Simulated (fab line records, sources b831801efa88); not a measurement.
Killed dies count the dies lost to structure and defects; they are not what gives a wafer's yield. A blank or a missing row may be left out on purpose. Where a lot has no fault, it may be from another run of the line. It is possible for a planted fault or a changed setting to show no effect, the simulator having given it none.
2 desks, one fault	flow gf180mcu	each desk holds nothing but its own numbers, with what lay behind them at the end

## THE METROLOGY DESK
What the gauges read for every lot (on any tool): the sampled wafers with a number, averaged. Any lot whose mean is over 4 standard deviations away from the usual mean is out of limits and marked OUT; that distance is given in the brackets.
Columns: A = V5_CVD_00_THK at GF_V5_THK_MEAS_01, usual 302 nm
lot	first seen here	A
L178	day 26 20:26	299
L179	day 26 23:56	306
L180	day 27 10:59	306
L181	day 28 00:54	305
L182	day 28 02:35	308
L184	day 28 23:26	298
L185	day 29 02:20	297
L190	day 30 12:09	304
L191	day 30 20:17	302
L194	day 31 23:26	302
L196	day 32 03:53	305
L197	day 32 12:05	304
L201	day 33 11:50	297
This desk's finding: nothing out of limits on any of the 13 lots.

## TOOL OWNER'S DESK, wetBench-02
The tool's own readings at GF_V2_STRIP_19 (strips in post etch residue remover, time 1200 s): means of the sampled wafers that have a number, for each lot that ran on this tool. Any lot whose mean is over 4 standard deviations away from the usual mean is out of limits and marked OUT; that distance is given in the brackets.
Columns: A = bathHeatDutyPct at GF_V2_STRIP_19, usual 15.1 %
lot	first seen here	A
L178	day 20 17:39	13.9
L185	day 23 11:02	15.5
L190	day 25 01:08	14.1
L191	day 25 12:58	13.5
This desk's finding: nothing out of limits on any of the 4 lots.

## BROUGHT TOGETHER
From the metrology desk's view, nothing was out of limits.
The desk of the tool owner found nothing out of limits.

## WHAT HAD BEEN PUT IN BY THE SIMULATOR
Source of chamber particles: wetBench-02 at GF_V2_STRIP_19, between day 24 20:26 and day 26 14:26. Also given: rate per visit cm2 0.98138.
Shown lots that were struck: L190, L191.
